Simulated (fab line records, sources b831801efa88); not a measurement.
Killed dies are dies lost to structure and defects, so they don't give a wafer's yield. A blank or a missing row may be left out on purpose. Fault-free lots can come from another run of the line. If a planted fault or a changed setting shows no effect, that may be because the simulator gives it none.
Chamber matching :: flow gf180mcu :: GF_V3_CMP_04 on cmp-01 has 4 sister chambers
The step polishes SiO2. 8 wafers are shown with their chamber, then 7 later ones without.

== EACH WAFER AND ITS CHAMBER ==
wafer: L634.2
chamber: 3
motor current A (A): 14.3
time to endpoint s (s): 75

wafer: L639.5
chamber: 3
motor current A (A): 14.5
time to endpoint s (s): 79

wafer: L649.2
chamber: 0
motor current A (A): 14.1
time to endpoint s (s): 71

wafer: L651.2
chamber: 2
motor current A (A): 11.3
time to endpoint s (s): 79

wafer: L651.3
chamber: 1
motor current A (A): 11.3
time to endpoint s (s): 79

wafer: L651.5
chamber: 0
motor current A (A): 13.6
time to endpoint s (s): 78

wafer: L652.2
chamber: 2
motor current A (A): 11.8
time to endpoint s (s): 73

wafer: L652.3
chamber: 1
motor current A (A): 11.0
time to endpoint s (s): 78

== WAFERS MISSING THEIR CHAMBER ==
wafer: L652.6
motor current A (A): 11.2
time to endpoint s (s): 84

wafer: L653.4
motor current A (A): 11.3
time to endpoint s (s): 83

wafer: L653.5
motor current A (A): 11.7
time to endpoint s (s): 85

wafer: L653.6
motor current A (A): 10.9
time to endpoint s (s): 88

wafer: L654.2
motor current A (A): 12.8
time to endpoint s (s): 81

wafer: L654.3
motor current A (A): 10.9
time to endpoint s (s): 81

wafer: L654.6
motor current A (A): 13.9
time to endpoint s (s): 87

== THE CHAMBER EACH PASSED THROUGH ==
wafer: L652.6
from the rows above: can't be placed: 1 or 2
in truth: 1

wafer: L653.4
from the rows above: can't be placed: 1 or 2
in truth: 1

wafer: L653.5
from the rows above: can't be placed: 2 or 1
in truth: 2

wafer: L653.6
from the rows above: can't be placed: 1 or 2
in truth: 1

wafer: L654.2
from the rows above: can't be placed: 0 or 2 or 3 or 1
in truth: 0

wafer: L654.3
from the rows above: can't be placed: 1 or 2
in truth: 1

wafer: L654.6
from the rows above: can't be placed: 3 or 0
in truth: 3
Correct placement for 0 of the 7. Cannot be placed on the basis of these rows: 7; the candidates contain the true chamber in 7. Placed wrongly: 0.
How it was worked out, from the rows above alone: a wafer's distance from a chamber is the root of the sum, over the readings, of the square of ((its reading less the chamber's mean) divided by the reading's scatter). If the next closest chamber is less than 2 further off than the closest, the wafer can't be placed; otherwise it belongs to the closest. A chamber's mean is the mean of its shown wafers. The scatter is the square root of a quotient: the sum, over the shown wafers, of each reading's squared deviation from its chamber's mean, divided by wafers minus chambers.
